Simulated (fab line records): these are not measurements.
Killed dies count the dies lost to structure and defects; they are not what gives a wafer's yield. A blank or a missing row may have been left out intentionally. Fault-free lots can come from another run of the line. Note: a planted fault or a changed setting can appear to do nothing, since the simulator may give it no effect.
Which tool is to blame? ; flow sky130 ; 72 wafers from 24 lots sampled at 4 of the route's 708 steps

## WHAT EACH GAUGE READ, for each wafer
SKY_FIELD_ISO_THK_MEAS_02. Usual: FIELD_ISO_OXIDATION_00_THK 11.97 nm, standard deviation 0.24.
lot;measured;on;FIELD_ISO_OXIDATION_00_THK (nm);flag
L074;day 1 11:38;film metro-01;12.32 12.38 12.32;
L075;day 1 17:16;film metro-01;11.78 11.59 11.97;
L076;day 1 22:38;film metro-03;12.10 12.23 12.30;
L077;day 2 03:19;film metro-01;12.00 11.65 11.93;
L078;day 2 07:38;film metro-01;12.03 12.20 12.14;
L079;day 2 14:00;film metro-02;12.03 12.03 11.94;
L080;day 2 17:38;film metro-01;11.71 11.69 11.79;
L081;day 2 23:16;film metro-02;12.12 12.08 12.19;
L082;day 3 03:54;film metro-01;11.76 11.62 11.79;
L083;day 3 09:39;film metro-03;11.67 11.85 11.69;
L084;day 3 14:02;film metro-01;11.66 11.91 11.86;
L085;day 3 19:21;film metro-01;11.74 11.69 11.74;
L086;day 4 00:55;film metro-01;11.96 11.67 11.76;
L087;day 4 05:19;film metro-01;11.54 11.70 11.87;
L088;day 4 10:26;film metro-01;11.97 11.91 11.84;
L089;day 4 15:04;film metro-01;12.12 11.94 11.89;
L090;day 4 19:38;film metro-01;11.65 11.72 11.84;
L091;day 5 01:29;film metro-03;11.65 11.74 11.74;
L092;day 5 05:44;film metro-03;12.23 12.23 12.39;
L093;day 5 10:38;film metro-02;12.42 12.23 11.99;
L094;day 5 15:38;film metro-01;12.33 12.34 12.30;
L095;day 5 21:49;film metro-03;12.14 12.14 12.09;
L096;day 6 01:38;film metro-03;12.49 12.36 12.32;
L097;day 6 06:43;film metro-03;11.96 12.02 12.05;

SKY_LDD_LDN_OVL_MEAS_07. Usual: LDD_LDN_OVL 0.2 nm, standard deviation 1.2.
lot;measured;on;LDD_LDN_OVL (nm);flag
L074;day 22 10:23;overlay-02;1.3 2.6 0.5;
L075;day 23 05:32;overlay-02;-1.5 -0.9 -0.8;
L076;day 23 09:31;overlay-01;-0.2 -1.6 -0.9;
L077;day 23 16:50;overlay-01;-3.6 -1.5 -0.8;
L078;day 24 01:12;overlay-01;0.7 -0.2 1.6;
L079;day 24 14:57;overlay-02;-0.8 -0.4 -1.1;
L080;day 25 02:19;overlay-02;0.1 0.0 -0.1;
L081;day 25 11:14;overlay-01;0.6 0.1 -1.5;
L082;day 25 21:08;overlay-02;1.6 1.1 -1.0;
L083;day 26 03:46;overlay-01;0.4 -0.7 0.2;
L084;day 26 06:43;overlay-01;0.0 -0.5 -1.9;
L085;day 26 20:34;overlay-02;0.4 -0.3 0.1;
L086;day 27 03:53;overlay-02;-0.7 0.0 0.1;
L087;day 27 14:35;overlay-01;1.5 1.2 4.1;
L088;day 27 21:55;overlay-01;0.9 1.6 1.6;
L089;day 27 23:44;overlay-01;0.5 2.4 1.9;
L090;day 28 08:14;overlay-01;-0.9 -0.2 0.2;
L091;day 28 17:35;overlay-01;-0.6 0.1 0.3;
L092;day 29 01:21;overlay-01;0.9 -1.9 1.2;
L093;day 29 06:17;overlay-01;1.2 -1.0 0.4;
L094;day 29 12:13;overlay-01;-0.7 0.5 0.5;
L095;day 29 22:48;overlay-02;2.1 1.3 0.4;
L096;day 30 03:03;overlay-02;-0.3 -1.2 -1.2;
L097;day 30 10:22;overlay-02;1.1 -1.6 -1.8;

SKY_METAL1_RS_MEAS_05: a four-point-probe measurement. Usual: METAL1_ALCU_RS 0.1270 ohm/sq, standard deviation 0.0013.
lot;measured;on;METAL1_ALCU_RS (ohm/sq);flag
L074;day 31 06:08;film metro-04;0.1297 0.1289 0.1304;
L075;day 31 22:18;film metro-04;0.1290 0.1293 0.1287;
L076;day 32 01:55;film metro-04;0.1255 0.1264 0.1267;
L077;day 32 07:36;film metro-01;0.1261 0.1264 0.1269;
L078;day 32 16:11;film metro-03;0.1294 0.1268 0.1282;
L079;day 33 05:40;film metro-03;0.1265 0.1251 0.1261;
L080;day 33 17:11;film metro-03;0.1279 0.1265 0.1271;
L081;day 34 00:36;film metro-03;0.1270 0.1273 0.1259;
L082;day 34 11:15;film metro-03;0.1258 0.1268 0.1267;
L083;day 34 21:11;film metro-01;0.1276 0.1284 0.1277;
L084;day 34 18:38;film metro-03;0.1265 0.1268 0.1257;
L085;day 35 08:28;film metro-01;0.1269 0.1255 0.1255;
L086;day 35 15:36;film metro-01;0.1271 0.1290 0.1281;
L087;day 35 23:52;film metro-04;0.1240 0.1252 0.1266;
L088;day 36 08:33;film metro-04;0.1277 0.1277 0.1289;
L089;day 36 08:17;film metro-01;0.1266 0.1265 0.1272;
L090;day 36 17:23;film metro-04;0.1286 0.1286 0.1268;
L091;day 36 21:52;film metro-03;0.1268 0.1289 0.1292;
L092;day 37 10:56;film metro-03;0.1263 0.1251 0.1265;
L093;day 37 13:05;film metro-03;0.1270 0.1268 0.1263;
L094;day 37 20:40;film metro-03;0.1275 0.1262 0.1263;
L095;day 38 03:40;film metro-03;0.1252 0.1262 0.1260;
L096;day 38 07:33;film metro-04;0.1266 0.1270 0.1256;
L097;day 38 11:53;film metro-03;0.1283 0.1284 0.1288;

SKY_VIA1_CD_MEAS_12: target cd 150 nm. Usual: cd nm reads 149.7 nm (standard deviation 1.6).
lot;measured;on;cd nm (nm);flag
L074;day 33 14:01;cd sem-01;148.6 148.4 148.8;
L075;day 34 08:38;cd sem-01;148.6 148.3 146.7;
L076;day 34 10:05;cd sem-01;150.4 151.4 150.4;
L077;day 34 14:41;cd sem-01;150.6 149.6 151.2;
L078;day 34 22:19;cd sem-01;149.7 149.1 149.4;
L079;day 35 12:32;cd sem-01;150.8 150.5 150.7;
L080;day 35 23:40;cd sem-01;146.5 147.7 148.0;
L081;day 36 07:52;cd sem-01;149.5 150.1 149.5;
L082;day 36 17:20;cd sem-02;149.9 149.9 149.8;
L083;day 37 02:59;cd sem-01;147.6 148.0 148.9;
L084;day 37 01:20;cd sem-02;152.1 151.0 152.3;
L085;day 37 14:34;cd sem-02;148.2 149.0 150.2;
L086;day 37 21:14;cd sem-02;151.9 152.2 152.1;
L087;day 38 05:03;cd sem-02;150.5 151.2 151.8;
L088;day 38 13:41;cd sem-01;149.3 151.3 148.9;
L089;day 38 13:00;cd sem-02;150.4 149.5 152.6;
L090;day 38 21:55;cd sem-02;152.7 152.5 151.0;
L091;day 39 02:01;cd sem-01;149.4 148.3 147.4;
L092;day 39 15:01;cd sem-01;145.9 147.2 148.1;
L093;day 39 18:24;cd sem-02;149.8 148.4 151.0;
L094;day 40 00:54;cd sem-01;151.7 152.0 151.6;
L095;day 40 07:12;cd sem-01;149.9 150.5 151.6;
L096;day 40 11:17;cd sem-01;147.7 147.6 148.7;
L097;day 40 15:49;cd sem-01;149.8 149.5 150.0;

## EACH LOT AND THE TOOL THAT RAN IT (in order: tool; ch and the chambers of the sampled wafers; start)
No process step before these readings appears in the record.

## AS READ BY THE TOOLS THEMSELVES (means over the sampled wafers that have a number; for cases with no such wafer, the mark the record gives instead)
The record holds no such reading with a usual standard deviation.

## THE ANSWER, worked out from the rows above alone
Rule: a lot counts as off when the mean over its wafers that have a number is more than 3 standard deviations away from the usual mean. A lot without any number at a reading at which 4 lots or more have one is off too. Any other lot the step has rows for is counted as sound. The gauges are gone through in route order, then the tools' own readings, and for those a lot's mean is taken as printed above. At the first step where some lot is off, the reading lying furthest off is the one used; lots without a number count as furthest.
No lot is off at any reading shown: from this, nothing can be told.

## WHAT THE SIMULATOR PUT IN
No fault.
